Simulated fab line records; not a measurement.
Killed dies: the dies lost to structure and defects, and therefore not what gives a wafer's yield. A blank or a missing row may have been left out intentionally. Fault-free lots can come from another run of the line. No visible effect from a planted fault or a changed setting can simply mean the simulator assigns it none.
Problem report, 8D (eight disciplines) form, completed by code    flow sky130    the parts of the form that need people (team, actions taken, sign-off) are left out

== 1. WHAT WENT WRONG ==
CAPM_TIN_RS at SKY_CAPM_RS_MEAS_03 reads a mean of 16.24 ohm/sq on 1 wafer of 1 lot; wafers without a fault read 6.91 ohm/sq with a standard deviation of 0.078. That is +99 or more standard deviations from the usual mean.
The step: measures by four-point-probe.
First seen on wafer L883.6, day 40 04:51, on film_metro-01. The record holds 27 wafers of 9 lots with a number at this step. The rule behind "out" and "out of limits": a value lying over 4 standard deviations away from the usual mean. Any other wafer with a number is counted as sound.

== 2. WHAT IT IS, AND WHAT IT ISN'T ==
question                     is                 is not
which readings at this step  CAPM_TIN_RS        -
which lots                   L883               L869, L870, L872, L875, L876, L877, L878, L892
which wafers of those lots   L883.6             L883.3, L883.5
read on which gauges         film_metro-01      film_metro-02, film_metro-03
when                         from day 40 04:51  up to then (23 sound wafers); but 3 sound wafers of L892 came after

== 3. WHAT RULES OUT EACH SUSPECT ==
Counting: any tool at a process step up to the reading remains a suspect provided it ran every lot that is out. Sound lots after the first of them don't rule it out here, since some wafers of a struck lot are sound.
- the gauge at SKY_CAPM_RS_MEAS_03 has been ruled out. All the wafers that are out were read on film_metro-01, but those of them that SKY_CAPM_SPUTTER_02 has rows for are out there too, on other tools.
- cmp-01 at SKY_VIA2_CMP_24 (polishes, stops on SiO2, t overpolish 20 s, target thk 0 nm): kept. It ran the lot that is out, L883 (day 40 04:13); its last sound lot up to then is L877 (day 38 12:26).
- pvd_sputter-03 at SKY_METAL3_SPUTTER_00 (material Ti, target thk 15 nm, time 10 s): kept. It ran the lot that is out, L883 (day 40 04:28); its last sound lot up to then is L878 (day 38 19:16).
- pvd_sputter-03 at SKY_METAL3_SPUTTER_04 (material TiN, target thk 70 nm, time 58.3 s): kept. It ran the lot that is out, L883 (day 40 04:34); its last sound lot up to then is L878 (day 38 19:22).
- pvd_sputter-04 at SKY_CAPM_SPUTTER_02 (material TiN, target thk 200 nm, time 166.7 s): kept. It ran the lot that is out, L883 (day 40 04:42); its last sound lot up to then is L878 (day 38 19:30). Its own readings are out on those wafers: cathode_dc_power_W.
- Within cmp-01 at SKY_VIA2_CMP_24, the wafers that are out were processed in chamber 1 and their sound lot-mates in chamber 2.
Left after counting: cmp-01 at SKY_VIA2_CMP_24, pvd_sputter-03 at SKY_METAL3_SPUTTER_00, pvd_sputter-03 at SKY_METAL3_SPUTTER_04, pvd_sputter-04 at SKY_CAPM_SPUTTER_02.

== 4. THE CAUSE (what the simulator had put in) ==
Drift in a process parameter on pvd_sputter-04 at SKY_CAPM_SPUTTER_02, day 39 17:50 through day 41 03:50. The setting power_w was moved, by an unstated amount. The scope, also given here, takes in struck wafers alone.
This tool is one of the 4 suspects left after counting.

== 5. THE CHAIN OF EFFECTS, in route order ==
Each row: a reading whose mean over the struck wafers that have a number lies more than 3 standard deviations from the usual. Only readings whose record carries a usual standard deviation are examined. hours: median over the lots of the time between each lot's start at the first step of this table that gives one and its start at this step. sigmas: the change, counted in usual standard deviations.
hours  step                    reading             usual        on struck wafers  change   sigmas
0      SKY_CAPM_SPUTTER_02     cathode_dc_power_W  6499.8 W     2758.7            -3741.1  -99 or more
0      SKY_CAPM_RS_MEAS_03     CAPM_TIN_RS         6.91 ohm/sq  16.24             +9.33    +99 or more
0      SKY_CAPM_THK_MEAS_04    CAPM_TIN_THK        201.6 nm     88.2              -113.4   -47
24     SKY_CAPM_METAL_ETCH_13  oes_product_au      0.941 a.u.   0.618             -0.323   -45
24     SKY_CAPM_METAL_ETCH_13  throttle_valve_pct  21.903 %     22.110            +0.207   +23
It contains these process steps:
- SKY_CAPM_SPUTTER_02: material TiN, target thk 200 nm, time 166.7 s.
- SKY_CAPM_METAL_ETCH_13: etches TiN in Cl2/BCl3, stops on SiO2, target depth 220 nm, time 62.9 s.

== 6. HOW IT WOULD HAVE BEEN CAUGHT EARLIER ==
In this record the first reading out of limits at a measuring or inspecting step was taken at day 40 04:51, 11 hours after the fault began at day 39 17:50.
The tool's own readings at SKY_CAPM_SPUTTER_02 were out on every struck wafer that the step has a row for (cathode_dc_power_W): an alarm limit on them would have fired on the first of those.
By day 40 04:51, every lot that is out (1) had started SKY_CAPM_SPUTTER_02 on pvd_sputter-04. Holding the tool at that point would not have protected any of them.
